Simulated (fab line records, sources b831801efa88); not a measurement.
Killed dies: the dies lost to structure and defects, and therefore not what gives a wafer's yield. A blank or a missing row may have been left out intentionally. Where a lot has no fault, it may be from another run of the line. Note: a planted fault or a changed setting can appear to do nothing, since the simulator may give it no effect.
fab line records + flow sky130
record:
- lots: 7
- wafers: 21
- lastDay: 50
route steps=708 shown VT_ADJUST_PCH@146 SONOS_TUNNEL@154
lots with no fault: from the same line, run without faults
startH: the number of hours between the record's first day and the start of the first shown wafer of the lot + waitH: hours elapsed since this lot's preceding step + " unchanged from the row above + L1.1+2: a row that stands for several wafers + - no value, or no start was given + * or withheld: withheld + < > ~ a bound
route shown NAME@n: names a module that has steps shown in the file, with the first one's number in the route + usual: mean/standard deviation of fault-free wafers + same: alike in all rows + chamber/n: place in a boat + sites: per-site readings + _std_site: their standard deviation + _edge_site: inner sites' mean taken away from outer sites' mean + radiusMm: how far each site lies from the wafer's centre + mask NAME#n: copy n + behind: tool/chamber where the wafer was last shaped + hold: why the lot was held/for how many hours/how that ended + device: transistor that didn't switch, given as n, p or np + end of line: the route-end tests of the same wafers + a step given without rows: its recipe and nothing more + killed: dies lost to structure and defects at the first sort, not the wafer's yield + map: the dies of a wafer, with x for killed, . for not killed, _ for no die there
set.NAME: the setting that was run; set.NAME@STEP: the one run at that earlier step + model.NAME: the simulator's own value behind a step, which no gauge read
a table for each step, a row for each wafer; lots at some steps of the route
services: from which hour (startH, from the record's first day; less than 0 if before it) a tool's chamber was out of use, for how many hours, and why
== steps ==
step: SKY_VT_ADJUST_PCH_SOFTBAKE_03
recipe:
- tempC: 110
- timeS: withheld
step: SKY_VT_ADJUST_PCH_EXPOSE_04
recipe:
- maskId: NWM
- na: 0.6
- sourceShape: conventional
- sigmaOuter: 0.6
- polarization: unpolarized
- targetCdNm: 840
- doseMj: 255
step: SKY_VT_ADJUST_PCH_PEB_05
recipe:
- tempC: 115
- timeS: withheld
step: SKY_VT_ADJUST_PCH_DEVELOP_06
recipe:
- wallAngleDeg: 90
- developer: TMAH
- developTimeS: 60
- devTempC: 23
step: SKY_VT_ADJUST_PCH_OVL_MEAS_07
usual:
- VT_ADJUST_PCH_OVL: 0.4/1.4
| lot.wafer | tool       | chamber | startH | waitH | VT_ADJUST_PCH_OVL[nm] |
|-----------|------------|---------|--------|-------|-----------------------|
| L194.1    | overlay-01 | -       | 264.50 | -     | 3.2                   |
| L194.3    | "          | -       | "      | "     | 2.3                   |
| L194.5    | "          | -       | "      | "     | 2.6                   |
| L199.1    | overlay-02 | -       | 298.67 | -     | 1.4                   |
| L199.3    | "          | -       | "      | "     | 1.4                   |
| L199.6    | "          | -       | "      | "     | -0.9                  |
| L200.1    | overlay-02 | -       | 310.25 | -     | 0.2                   |
| L200.5    | "          | -       | "      | "     | 0.5                   |
| L200.6    | "          | -       | "      | "     | 1.3                   |
| L201.1    | overlay-01 | -       | 328.22 | -     | -2.3                  |
| L201.2    | "          | -       | "      | "     | 0.1                   |
| L201.3    | "          | -       | "      | "     | 1.2                   |
| L206.2    | overlay-02 | -       | 352.83 | -     | -1.1                  |
| L206.5    | "          | -       | "      | "     | -1.3                  |
| L206.6    | "          | -       | "      | "     | 0.2                   |
| L207.1    | overlay-02 | -       | 366.50 | -     | 1.0                   |
| L207.3    | "          | -       | "      | "     | 1.3                   |
| L207.6    | "          | -       | "      | "     | 2.2                   |
| L211.2    | overlay-02 | -       | 395.23 | -     | 2.1                   |
| L211.3    | "          | -       | "      | "     | -0.1                  |
| L211.4    | "          | -       | "      | "     | 1.5                   |
step: SKY_VT_ADJUST_PCH_IMPLANT_08
recipe:
- species: B
- energyKev: 10
- doseCm2: 5e+11
- tiltDeg: withheld
step: SKY_VT_ADJUST_PCH_STRIP_09
recipe:
- chemistry: O2/N2
- powerW: 1400
- pressureMtorr: 1500
- platenTempC: withheld
- o2FlowSccm: 3000
- n2FlowSccm: 300
- overashFraction: 0.5
usual:
- drypumpMotorCurrentA: 5.55/0.26
- oesProductAu: 0.723/0.0042
- stripTimeToEndpointS: 36.93/0.12
| lot.wafer | tool           | chamber | startH | waitH | drypumpMotorCurrentA | oesProductAu | rfHoursCounterH | stripTimeToEndpointS |
|-----------|----------------|---------|--------|-------|----------------------|--------------|-----------------|----------------------|
| L194.1    | plasmaAsher-03 | 1       | 264.68 | 0.1   | 5.19                 | 0.720        | 15              | 37.06                |
| L194.3    | "              | 0       | "      | "     | 5.44                 | 0.727        | -               | 36.95                |
| L194.5    | "              | 0       | "      | "     | 5.44                 | 0.724        | -               | 37.01                |
| L199.1    | plasmaAsher-03 | 0       | 298.86 | 0.1   | 5.43                 | 0.715        | 18              | 37.01                |
| L199.3    | "              | 1       | "      | "     | 5.18                 | 0.723        | -               | 36.89                |
| L199.6    | "              | 1       | "      | "     | 5.17                 | 0.724        | -               | 36.93                |
| L200.1    | plasmaAsher-02 | 0       | 310.43 | 0.1   | 5.63                 | 0.727        | 64              | 36.87                |
| L200.5    | "              | 1       | "      | "     | 5.53                 | 0.724        | -               | 36.74                |
| L200.6    | "              | 0       | "      | "     | 5.65                 | 0.720        | -               | 36.88                |
| L201.1    | plasmaAsher-02 | 0       | 328.41 | 0.1   | 5.67                 | 0.729        | 66              | 36.96                |
| L201.2    | "              | 1       | "      | "     | 5.51                 | 0.720        | 66              | 36.99                |
| L201.3    | "              | 1       | "      | "     | 5.52                 | 0.732        | -               | 36.93                |
| L206.2    | plasmaAsher-03 | 1       | 353.01 | 0.1   | 5.15                 | 0.719        | 23              | 37.04                |
| L206.5    | "              | 1       | "      | "     | 5.12                 | 0.722        | -               | 37.14                |
| L206.6    | "              | 0       | "      | "     | 5.44                 | 0.726        | -               | 37.02                |
| L207.1    | plasmaAsher-01 | 0       | 366.69 | 0.1   | 6.08                 | 0.723        | 54              | 36.79                |
| L207.3    | "              | 1       | "      | "     | 5.61                 | 0.723        | -               | 36.90                |
| L207.6    | "              | 0       | "      | "     | 6.09                 | 0.723        | -               | 36.85                |
| L211.2    | plasmaAsher-02 | 1       | 395.41 | 0.1   | 5.50                 | 0.720        | 73              | 37.16                |
| L211.3    | "              | 0       | "      | "     | 5.67                 | 0.722        | -               | 37.11                |
| L211.4    | "              | 1       | "      | "     | 5.51                 | 0.721        | -               | 37.23                |
step: SKY_VT_ADJUST_PCH_TW_MEAS_10
usual:
- VT_ADJUST_PCH_TW: 143.2/0.72
| lot.wafer | tool         | chamber | startH | waitH | VT_ADJUST_PCH_TW |
|-----------|--------------|---------|--------|-------|------------------|
| L194.1    | filmMetro-04 | -       | 264.78 | 0.1   | 142.5            |
| L194.3    | "            | -       | "      | "     | 143.3            |
| L194.5    | "            | -       | "      | "     | 142.3            |
| L199.1    | filmMetro-03 | -       | 298.96 | 0.1   | 142.5            |
| L199.3    | "            | -       | "      | "     | 142.5            |
| L199.6    | "            | -       | "      | "     | 142.0            |
| L200.1    | filmMetro-04 | -       | 310.53 | 0.1   | 142.2            |
| L200.5    | "            | -       | "      | "     | 142.9            |
| L200.6    | "            | -       | "      | "     | 142.4            |
| L201.1    | filmMetro-01 | -       | 328.51 | 0.1   | 144.6            |
| L201.2    | "            | -       | "      | "     | 144.3            |
| L201.3    | "            | -       | "      | "     | 143.7            |
| L206.2    | filmMetro-01 | -       | 353.12 | 0.1   | 144.6            |
| L206.5    | "            | -       | "      | "     | 144.5            |
| L206.6    | "            | -       | "      | "     | 144.1            |
| L207.1    | filmMetro-03 | -       | 366.79 | 0.1   | 143.0            |
| L207.3    | "            | -       | "      | "     | 142.9            |
| L207.6    | "            | -       | "      | "     | 142.5            |
| L211.2    | filmMetro-01 | -       | 395.52 | 0.1   | 144.1            |
| L211.3    | "            | -       | "      | "     | 144.2            |
| L211.4    | "            | -       | "      | "     | 144.1            |
step: SKY_SONOS_TUNNEL_DEHYDRATE_00
recipe:
- tempC: 200
- timeS: 60
step: SKY_SONOS_TUNNEL_HMDS_01
recipe:
- primeTimeS: 60
- primeTempC: 120
step: SKY_SONOS_TUNNEL_COAT_02
recipe:
- resist: NOVOLAK
- spinRpm: 3000
- resistThkNm: 1140
step: SKY_SONOS_TUNNEL_SOFTBAKE_03
recipe:
- tempC: 90
- timeS: 60
- resist: NOVOLAK
step: SKY_SONOS_TUNNEL_EXPOSE_04
recipe:
- maskId: TUNM
- na: 0.6
- sourceShape: conventional
- sigmaOuter: 0.6
- polarization: unpolarized
- targetCdNm: 410
- doseMj: 136
usual:
- exposureDoseMJCm2: 136.69/0.13
- focusOffsetNm: -0.1/0.47
- na: 0.6/0
- stageVelMmS: 499.98/0.25
| lot.wafer | tool            | chamber | startH | waitH | mask   | exposureDoseMJCm2 | focusOffsetNm | na  | stageVelMmS |
|-----------|-----------------|---------|--------|-------|--------|-------------------|---------------|-----|-------------|
| L194.1    | ilineStepper-01 | 0       | 276.86 | -     | TUNM#0 | 136.79            | -0.4          | 0.6 | 500.23      |
| L194.3    | "               | 0       | "      | "     | TUNM#0 | 136.70            | -0.7          | 0.6 | 499.76      |
| L194.5    | "               | 0       | "      | "     | TUNM#0 | 136.88            | -0.6          | 0.6 | 499.95      |
| L199.1    | ilineStepper-01 | -       | 311.68 | -     | TUNM#0 | -                 | -             | -   | -           |
| L199.3    | "               | -       | "      | "     | TUNM#0 | -                 | -             | -   | -           |
| L199.6    | "               | -       | "      | "     | TUNM#0 | -                 | -             | -   | -           |
| L200.1    | ilineStepper-01 | -       | 323.73 | -     | TUNM#0 | -                 | -             | -   | -           |
| L200.5    | "               | -       | "      | "     | TUNM#0 | -                 | -             | -   | -           |
| L200.6    | "               | -       | "      | "     | TUNM#0 | -                 | -             | -   | -           |
| L201.1    | ilineStepper-02 | -       | 342.13 | -     | TUNM#0 | -                 | -             | -   | -           |
| L201.2    | "               | -       | "      | "     | TUNM#0 | -                 | -             | -   | -           |
| L201.3    | "               | -       | "      | "     | TUNM#0 | -                 | -             | -   | -           |
| L206.2    | ilineStepper-01 | 0       | 367.21 | -     | TUNM#0 | 136.89            | -0.3          | 0.6 | 499.94      |
| L206.5    | "               | 0       | "      | "     | TUNM#0 | 136.81            | -0.1          | 0.6 | 499.82      |
| L206.6    | "               | 0       | "      | "     | TUNM#0 | 136.78            | 0.0           | 0.6 | 500.06      |
| L207.1    | ilineStepper-01 | 0       | 381.02 | -     | TUNM#0 | 136.71            | 0.4           | 0.6 | 500.53      |
| L207.3    | "               | 0       | "      | "     | TUNM#0 | 136.83            | -1.2          | 0.6 | 500.38      |
| L207.6    | "               | 0       | "      | "     | TUNM#0 | 136.52            | -1.0          | 0.6 | 500.11      |
| L211.2    | ilineStepper-01 | 0       | 410.64 | -     | TUNM#0 | 136.86            | 0.6           | 0.6 | 499.73      |
| L211.3    | "               | 0       | "      | "     | TUNM#0 | 136.84            | 0.5           | 0.6 | 500.02      |
| L211.4    | "               | 0       | "      | "     | TUNM#0 | 136.86            | 0.2           | 0.6 | 500.21      |
step: SKY_SONOS_TUNNEL_PEB_05
recipe:
- tempC: withheld
- timeS: *
- resist: NOVOLAK
== services ==
| tool            | chamber | startH | hours | kind                   |
|-----------------|---------|--------|-------|------------------------|
| ilineStepper-01 | -       | 284.43 | 1.7   | pm                     |
| ilineStepper-02 | -       | 302.32 | 10.5  | repair                 |
| plasmaAsher-03  | -       | 320.34 | 0.4   | repair                 |
| plasmaAsher-01  | -       | 320.75 | 5.1   | repair                 |
| ilineStepper-01 | -       | 324.65 | 2.1   | pm                     |
| ilineStepper-01 | -       | 326.73 | -     | consumableReplace:lamp |
| ilineStepper-01 | -       | 340.97 | 12.9  | repair                 |
| ilineStepper-02 | -       | 347.02 | 4.3   | repair                 |
| plasmaAsher-03  | -       | 382.45 | 14.6  | pm                     |
| ilineStepper-02 | -       | 382.93 | 1.7   | pm                     |
| ilineStepper-02 | -       | 409.79 | 2.1   | pm                     |
| plasmaAsher-03  | -       | 409.94 | 0.9   | repair                 |
== key ==
firstSign:
- step: SKY_SONOS_TUNNEL_EXPOSE_04
- reading: toolRecord
- direction: missing
effect none on later readings
metAt SKY_SONOS_TUNNEL_EXPOSE_04
struckWafers L199.1,L199.3,L199.6,L200.1,L200.5,L200.6,L201.1,L201.2,L201.3
laterRowsLeftOut L199.1,L199.3,L199.6,L200.1,L200.5,L200.6,L201.1,L201.2,L201.3
sortLeftOut L199.1,L199.3,L199.6,L200.1,L200.5,L200.6,L201.1,L201.2,L201.3
testerLeftOut L199,L200,L201
onsetBetween 276.86 311.68
fault:
- kind: skippedStepWhole
- tool: ilineStepper-01,ilineStepper-02
- chamber: -
- onsetH: 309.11
- steps: SKY_SONOS_TUNNEL_EXPOSE_04
- scope: struckLotsOnly
testerLeftOut: of these lots the tester's yield and bins aren't shown, on N5 and GAA mostly nor the transistor test; their killed dies are dies lost to structure and defects alone, not to doping, threshold or leakage, so they don't give the yield
sortLeftOut: the simulated sort isn't trusted on such a fault, so these wafers' sort isn't shown, and their yield isn't known
laterRowsLeftOut: the simulator's readings of these wafers behind a module that went badly wrong aren't trusted and aren't shown, but for the sort
